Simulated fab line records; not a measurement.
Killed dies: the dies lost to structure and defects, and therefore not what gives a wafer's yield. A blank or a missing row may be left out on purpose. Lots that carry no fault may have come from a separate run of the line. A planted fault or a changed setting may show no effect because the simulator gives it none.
Which tool did it? + flow gf180mcu + 14 lots, 42 wafers sampled, at 4 steps of a route of 602

## WHAT THE GAUGES READ, wafer by wafer
GF_V2_THK_MEAS_25: measures by xrf.
| lot  | measured     | on            | V2_W_THK (nm) |
|------|--------------|---------------|---------------|
| L589 | day 20 06:02 | film-metro-03 | 349 343 345   |
| L590 | day 20 12:37 | film-metro-03 | 342 352 350   |
| L591 | day 21 01:20 | film-metro-02 | 340 351 344   |
| L593 | day 22 01:08 | film-metro-03 | 342 349 337   |
| L594 | day 22 05:22 | film-metro-04 | 345 344 343   |
| L596 | day 23 05:23 | film-metro-03 | 350 348 347   |
| L597 | day 23 08:33 | film-metro-04 | 350 348 347   |
| L606 | day 26 08:32 | film-metro-04 | 345 347 348   |
| L607 | day 26 16:02 | film-metro-02 | 349 344 342   |
| L608 | day 26 20:23 | film-metro-03 | 348 354 351   |
| L609 | day 27 06:52 | film-metro-02 | 347 347 350   |
| L610 | day 27 14:56 | film-metro-04 | 346 344 350   |
| L611 | day 27 21:25 | film-metro-04 | 344 337 342   |
| L612 | day 28 06:08 | film-metro-02 | 348 348 351   |

GF_M3_OVL_MEAS_15.
| lot  | measured     | on         | M3_OVL (nm) |
|------|--------------|------------|-------------|
| L589 | day 21 07:17 | overlay-01 | -2 3 1      |
| L590 | day 21 12:43 | overlay-01 | 1 -8 -12    |
| L591 | day 22 01:30 | overlay-01 | -7 1 3      |
| L593 | day 23 01:57 | overlay-02 | 1 -8 0      |
| L594 | day 23 05:19 | overlay-01 | 0 6 -9      |
| L596 | day 24 04:18 | overlay-02 | 7 0 10      |
| L597 | day 24 08:09 | overlay-01 | 1 -5 4      |
| L606 | day 27 05:56 | overlay-02 | -1 3 1      |
| L607 | day 27 12:54 | overlay-01 | -9 -4 -6    |
| L608 | day 27 17:07 | overlay-01 | 11 7 0      |
| L609 | day 28 03:53 | overlay-02 | 3 -7 5      |
| L610 | day 28 11:16 | overlay-02 | -7 -7 -3    |
| L611 | day 28 18:01 | overlay-02 | -1 3 -3     |
| L612 | day 29 02:31 | overlay-01 | 11 5 -6     |

GF_V3_THK_MEAS_01.
| lot  | measured     | on            | V3_CVD_00_THK (nm) |
|------|--------------|---------------|--------------------|
| L589 | day 21 08:07 | film-metro-03 | 588 601 594        |
| L590 | day 21 13:31 | film-metro-03 | 604 602 600        |
| L591 | day 22 02:18 | film-metro-01 | 594 596 596        |
| L593 | day 23 02:57 | film-metro-03 | 584 595 594        |
| L594 | day 23 06:05 | film-metro-04 | 598 603 599        |
| L596 | day 24 05:25 | film-metro-01 | 607 599 602        |
| L597 | day 24 08:58 | film-metro-01 | 592 603 593        |
| L606 | day 27 06:43 | film-metro-04 | 597 594 601        |
| L607 | day 27 13:43 | film-metro-01 | 609 610 606        |
| L608 | day 27 17:54 | film-metro-03 | 607 592 597        |
| L609 | day 28 04:41 | film-metro-03 | 593 594 596        |
| L610 | day 28 12:03 | film-metro-01 | 601 600 601        |
| L611 | day 28 18:47 | film-metro-03 | 584 589 586        |
| L612 | day 29 03:17 | film-metro-04 | 590 582 590        |

## TOOL THAT RAN EACH LOT (tool first, then ch and the chambers of the sampled wafers, then the start)
| lot  | GF_M3_DEVELOP_13                  |
|------|-----------------------------------|
| L589 | litho-track-03 ch 0, day 21 06:55 |
| L590 | litho-track-03 ch 0, day 21 12:27 |
| L591 | litho-track-04 ch 0, day 22 01:14 |
| L593 | litho-track-04 ch 0, day 23 01:38 |
| L594 | litho-track-04 ch 0, day 23 05:04 |
| L596 | litho-track-04 ch 0, day 24 04:02 |
| L597 | litho-track-04 ch 0, day 24 07:53 |
| L606 | litho-track-01 ch 0, day 27 05:41 |
| L607 | litho-track-01 ch 0, day 27 12:38 |
| L608 | litho-track-04 ch 0, day 27 16:53 |
| L609 | litho-track-03 ch 0, day 28 03:39 |
| L610 | litho-track-01 ch 0, day 28 11:01 |
| L611 | litho-track-03 ch 0, day 28 17:45 |
| L612 | litho-track-03 ch 0, day 29 02:15 |
- GF_M3_DEVELOP_13: develop time 60 s.

## WHAT THE TOOLS THEMSELVES READ (means of the sampled wafers that have a number; where no wafer has one, the mark that the record gives instead)
GF_M3_DEVELOP_13.
| lot  | tool           | developer-temp-C (C) |
|------|----------------|----------------------|
| L589 | litho-track-03 | 20.92                |
| L590 | litho-track-03 | 20.94                |
| L591 | litho-track-04 | 20.80                |
| L593 | litho-track-04 | 20.93                |
| L594 | litho-track-04 | 21.06                |
| L596 | litho-track-04 | 20.14                |
| L597 | litho-track-04 | 20.08                |
| L606 | litho-track-01 | 20.87                |
| L607 | litho-track-01 | 21.03                |
| L608 | litho-track-04 | 20.99                |
| L609 | litho-track-03 | 20.88                |
| L610 | litho-track-01 | 21.09                |
| L611 | litho-track-03 | 20.94                |
| L612 | litho-track-03 | 21.10                |

## THE ANSWER, worked out from the rows above alone
Rule: the usual values come from the lots themselves. The widest of any qualifying gaps counts: lots, ordered by their means at a reading, are off when they make up no more than a third of the lots, leave a main group of 4 or more, and stand apart from it by 3 or more times the standard deviation of that group's means. Not used: any main group whose means are identical at the precision the tables above print for the reading. Also off: a lot with no number at a reading for which 4 or more lots have one. All remaining lots with rows at the step are treated as sound. First the gauges in route order, then the tools' own readings, where a lot's mean is used as printed above. At the first step where some lot is off, the reading lying furthest off is the one used; lots without a number count as furthest.
Off: L596, L597 (GF_M3_DEVELOP_13, developer-temp-C). Mean 20.96 C and standard deviation 0.089 in the main group.
If a tool, at that step or one of the process steps before it, ran each lot that is off and ran no sound lot following the first of them, it fits. Not one of the candidates tried fits.

## WHAT THE SIMULATOR HAD INSERTED
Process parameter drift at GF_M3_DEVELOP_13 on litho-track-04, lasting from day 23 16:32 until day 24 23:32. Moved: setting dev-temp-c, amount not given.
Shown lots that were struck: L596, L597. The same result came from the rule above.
